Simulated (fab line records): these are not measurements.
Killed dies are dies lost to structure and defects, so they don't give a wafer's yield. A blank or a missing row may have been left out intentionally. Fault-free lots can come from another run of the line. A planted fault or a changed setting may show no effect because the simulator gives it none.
Which tool was responsible?    flow sfq-line    42 wafers from 14 lots sampled at 6 of the route's 325 steps

== WHAT THE GAUGES READ, wafer by wafer ==
SFQ_M2_RS_MEAS_914: measurement is done with a four-point probe. Usual: M2_NB_RS 0.889 ohm/sq, standard deviation 0.0098.
lot   measured      on             M2_NB_RS (ohm/sq)  flag
L548  day 25 11:02  film-metro-04  0.895 0.893 0.893  
L549  day 31 01:29  film-metro-04  0.900 0.883 0.884  
L550  day 31 08:40  film-metro-04  0.883 0.883 0.886  
L555  day 32 20:38  film-metro-04  0.888 0.879 1.452  OFF
L558  day 33 11:04  film-metro-04  0.874 1.427 0.878  OFF
L562  day 36 14:38  film-metro-04  0.881 0.884 0.886  
L564  day 37 13:26  film-metro-03  0.902 0.915 0.900  
L565  day 37 14:38  film-metro-03  0.886 0.884 0.894  
L566  day 37 22:20  film-metro-02  0.901 0.902 0.901  
L567  day 38 10:18  film-metro-04  0.890 0.881 0.877  
L568  day 38 12:43  film-metro-04  0.878 0.888 0.883  
L569  day 38 18:42  film-metro-02  0.881 0.881 0.891  
L570  day 39 03:07  film-metro-04  0.880 0.889 0.890  
L571  day 39 09:08  film-metro-02  0.883 0.888 0.882  

SFQ_M5_OVL_MEAS_932. Usual: M5_OVL 1 nm, standard deviation 5.2.
lot   measured      on          M5_OVL (nm)  flag
L548  day 49 22:20  overlay-01  -1 5 8       
L549  day 50 05:10  overlay-02  -2 0 1       
L550  day 50 07:34  overlay-02  -2 -3 3      
L555  day 57 22:19  overlay-01  4 -2 1       
L558  day 63 07:41  overlay-02  -2 -5 -6     
L562  day 63 22:12  overlay-02  -1 -6 -6     
L564  day 64 01:48  overlay-01  5 -2 3       
L565  day 64 03:00  overlay-01  -15 -7 -17   
L566  day 64 04:12  overlay-02  -6 -2 -12    
L567  day 65 14:00  overlay-02  5 2 9        
L568  day 65 17:36  overlay-01  -3 -1 -3     
L569  day 65 23:36  overlay-02  -4 1 -1      
L570  day 67 00:21  overlay-02  7 7 4        
L571  day 77 01:20  overlay-02  7 3 3        

== EACH LOT AND THE TOOL THAT RAN IT (in order: tool; ch and the chambers of the sampled wafers; start) ==
lot   SFQ_TRILAYER_L0_VIA_STRIP_STRIP_017  SFQ_TRILAYER_I0_DEP_PECVD_027    SFQ_TRILAYER_M2_DEP_SPUTTER_055  SFQ_TRILAYER_M2_ETCH_METAL_ETCH_060
L548  rie-metal-03 ch 0,1, day 7 21:55     pecvd-02 ch 0,2, day 12 08:38    pvd-sputter-06, day 25 10:55     rie-metal-01 ch 1, day 28 19:21
L549  rie-metal-01 ch 0, day 8 03:07       pecvd-03 ch 0,1, day 12 18:58    pvd-sputter-05, day 31 01:21     rie-metal-01 ch 0,1, day 31 08:01
L550  rie-metal-03 ch 1, day 8 14:55       pecvd-03 ch 0, day 13 07:32      pvd-sputter-05, day 31 08:33     rie-metal-01 ch 1, day 31 16:22
L555  rie-metal-01 ch 0,1, day 9 18:26     pecvd-03 ch 0,1,2, day 14 22:17  pvd-sputter-04, day 32 20:33     rie-metal-01 ch 0,1, day 32 23:35
L558  rie-metal-04 ch 0, day 10 04:02      pecvd-02 ch 0,1,2, day 15 07:53  pvd-sputter-04, day 33 10:57     rie-metal-01 ch 1, day 33 14:16
L562  rie-metal-01 ch 0,1, day 11 19:46    pecvd-03 ch 0,1, day 17 05:17    pvd-sputter-06, day 36 14:31     rie-metal-03 ch 0,1, day 41 12:01
L564  rie-metal-03 ch 0,1, day 12 20:30    pecvd-03 ch 0,2, day 18 11:34    pvd-sputter-04, day 37 13:19     rie-metal-01 ch 1, day 42 12:13
L565  rie-metal-03 ch 0,1, day 13 01:52    pecvd-04 ch 0,2, day 18 20:23    pvd-sputter-05, day 37 14:32     rie-metal-03 ch 0,1, day 42 14:27
L566  rie-metal-01 ch 0, day 13 10:16      pecvd-04 ch 1,2, day 19 04:48    pvd-sputter-06, day 37 22:14     rie-metal-03 ch 1, day 43 01:21
L567  rie-metal-04 ch 0,1, day 13 23:28    pecvd-02 ch 0,1,2, day 19 21:59  pvd-sputter-04, day 38 10:12     rie-metal-02 ch 0,1, day 43 15:39
L568  rie-metal-01 ch 0,1, day 14 00:40    pecvd-04 ch 0,1,2, day 20 00:23  pvd-sputter-06, day 38 12:36     rie-metal-01 ch 1, day 43 19:21
L569  rie-metal-04 ch 0,1, day 14 07:01    pecvd-03 ch 0,1,2, day 20 07:35  pvd-sputter-04, day 38 18:36     rie-metal-02 ch 0,1, day 44 05:22
L570  rie-metal-04 ch 0,1, day 14 15:25    pecvd-04 ch 0,1,2, day 20 17:11  pvd-sputter-04, day 39 03:00     rie-metal-03 ch 0,1, day 44 19:46
L571  rie-metal-01 ch 0,1, day 14 20:25    pecvd-04 ch 0,1,2, day 21 00:23  pvd-sputter-04, day 39 09:00     rie-metal-02 ch 0,1, day 44 23:24
- SFQ_TRILAYER_L0_VIA_STRIP_STRIP_017: strips in O2.
- SFQ_TRILAYER_I0_DEP_PECVD_027: deposits SiO2 from SiH4/N2O, time 111.11 s, target thk 500 nm.
- SFQ_TRILAYER_M2_DEP_SPUTTER_055: material Nb, target thk 200 nm, time 133.3 s.
- SFQ_TRILAYER_M2_ETCH_METAL_ETCH_060: etches Nb in Cl2/Ar, stops on SiO2, target depth 240 nm, time 120 s.

== AS READ BY THE TOOLS THEMSELVES (means over the sampled wafers that have a number; for cases with no such wafer, the mark the record gives instead) ==
SFQ_TRILAYER_L0_VIA_STRIP_STRIP_017. Usual: drypump-motor-current-A 5.76 A, standard deviation 0.25; oes-product-au 0.999 a.u., standard deviation 0.0077.
lot   tool          drypump-motor-current-A (A)  oes-product-au (a.u.)  flag
L548  rie-metal-03  5.90                         1.010                  
L549  rie-metal-01  5.66                         1.003                  
L550  rie-metal-03  6.09                         1.001                  
L555  rie-metal-01  5.87                         1.008                  
L558  rie-metal-04  5.89                         1.001                  
L562  rie-metal-01  5.77                         1.008                  
L564  rie-metal-03  5.94                         0.999                  
L565  rie-metal-03  5.74                         1.005                  
L566  rie-metal-01  5.65                         0.997                  
L567  rie-metal-04  5.54                         0.998                  
L568  rie-metal-01  5.78                         0.993                  
L569  rie-metal-04  5.68                         0.987                  
L570  rie-metal-04  5.73                         1.002                  
L571  rie-metal-01  5.85                         0.990                  

SFQ_TRILAYER_I0_DEP_PECVD_027. Usual: chamber-pressure-Torr 2.400 Torr, standard deviation 0.005; heater-power-w 82 W, standard deviation 19; rf-fwd-power-W 182.3 W, standard deviation 0.63; throttle-valve-pct 24.2 %, standard deviation 1.2.
lot   tool      chamber-pressure-Torr (Torr)  heater-power-w (W)  rf-fwd-power-W (W)  throttle-valve-pct (%)  flag
L548  pecvd-02  2.398                         66                  183.1               25.8                    
L549  pecvd-03  2.402                         72                  182.9               24.1                    
L550  pecvd-03  2.401                         62                  183.0               24.2                    
L555  pecvd-03  2.400                         81                  182.7               24.0                    
L558  pecvd-02  2.402                         86                  182.1               25.8                    
L562  pecvd-03  2.402                         73                  183.0               24.4                    
L564  pecvd-03  2.400                         84                  181.5               23.9                    
L565  pecvd-04  2.406                         85                  181.5               23.0                    
L566  pecvd-04  2.403                         81                  182.5               23.4                    
L567  pecvd-02  2.396                         88                  182.3               25.7                    
L568  pecvd-04  2.400                         83                  182.1               23.5                    
L569  pecvd-03  2.398                         82                  182.0               24.2                    
L570  pecvd-04  2.403                         83                  182.0               23.5                    
L571  pecvd-04  2.402                         82                  181.8               23.6                    

SFQ_TRILAYER_M2_DEP_SPUTTER_055. Usual: cathode-dc-power-W 2000.0 W, standard deviation 0.37; throttle-valve-pct 29.9 %, standard deviation 0.74.
lot   tool            cathode-dc-power-W (W)  throttle-valve-pct (%)  flag
L548  pvd-sputter-06  1999.8                  29.5                    
L549  pvd-sputter-05  2000.0                  29.6                    
L550  pvd-sputter-05  1999.9                  30.9                    
L555  pvd-sputter-04  1754.2                  29.4                    OFF
L558  pvd-sputter-04  1754.9                  29.8                    OFF
L562  pvd-sputter-06  2000.0                  29.8                    
L564  pvd-sputter-04  1999.8                  30.1                    
L565  pvd-sputter-05  1999.9                  30.4                    
L566  pvd-sputter-06  1999.9                  29.6                    
L567  pvd-sputter-04  2000.2                  29.8                    
L568  pvd-sputter-06  2000.0                  29.5                    
L569  pvd-sputter-04  2000.2                  29.8                    
L570  pvd-sputter-04  2000.1                  30.1                    
L571  pvd-sputter-04  2000.0                  29.9                    

SFQ_TRILAYER_M2_ETCH_METAL_ETCH_060. Usual: bias-w 80.01 W, standard deviation 0.26; drypump-motor-current-A 5.90 A, standard deviation 0.29; oes-product-au 0.895 a.u., standard deviation 0.0077; rf-fwd-power-W 597.0 W, standard deviation 2.
lot   tool          bias-w (W)  drypump-motor-current-A (A)  oes-product-au (a.u.)  rf-fwd-power-W (W)  flag
L548  rie-metal-01  79.89       5.99                         0.896                  595.7               
L549  rie-metal-01  79.78       5.77                         0.898                  596.8               
L550  rie-metal-01  79.74       5.95                         0.897                  600.6               
L555  rie-metal-01  80.19       5.86                         0.836                  597.7               OFF
L558  rie-metal-01  79.94       5.97                         0.837                  595.9               OFF
L562  rie-metal-03  80.18       5.73                         0.901                  596.7               
L564  rie-metal-01  80.25       5.97                         0.890                  598.9               
L565  rie-metal-03  80.24       5.78                         0.898                  597.0               
L566  rie-metal-03  80.15       6.14                         0.888                  597.8               
L567  rie-metal-02  80.14       6.18                         0.893                  595.8               
L568  rie-metal-01  79.93       5.98                         0.903                  598.0               
L569  rie-metal-02  79.65       5.88                         0.899                  599.4               
L570  rie-metal-03  80.06       5.74                         0.898                  598.5               
L571  rie-metal-02  79.99       6.19                         0.899                  596.3               

== THE ANSWER, worked out from the rows above alone ==
Rule: a lot counts as off when the mean over its wafers that have a number is more than 3 standard deviations away from the usual mean. A lot without any number at a reading at which 4 lots or more have one is off too. All remaining lots with rows at the step are treated as sound. Order of review: gauges by route order, followed by the tools' own readings, for which a lot's mean as printed above is used. The first step at which some lot is off is used, and at that step the reading that is off furthest; a lot without a number counts as furthest.
Off: at SFQ_M2_RS_MEAS_914 (M2_NB_RS), L555, L558.
A tool fits if, at a process step before that reading, it ran every lot that is off, and no sound lot after the first of them. The gauges at SFQ_M2_RS_MEAS_914 aren't tried: what is off there is off at SFQ_TRILAYER_M2_DEP_SPUTTER_055 too, on other tools, and a gauge's error can't cause that. No candidate that was tried fits.

== WHAT THE SIMULATOR PUT IN ==
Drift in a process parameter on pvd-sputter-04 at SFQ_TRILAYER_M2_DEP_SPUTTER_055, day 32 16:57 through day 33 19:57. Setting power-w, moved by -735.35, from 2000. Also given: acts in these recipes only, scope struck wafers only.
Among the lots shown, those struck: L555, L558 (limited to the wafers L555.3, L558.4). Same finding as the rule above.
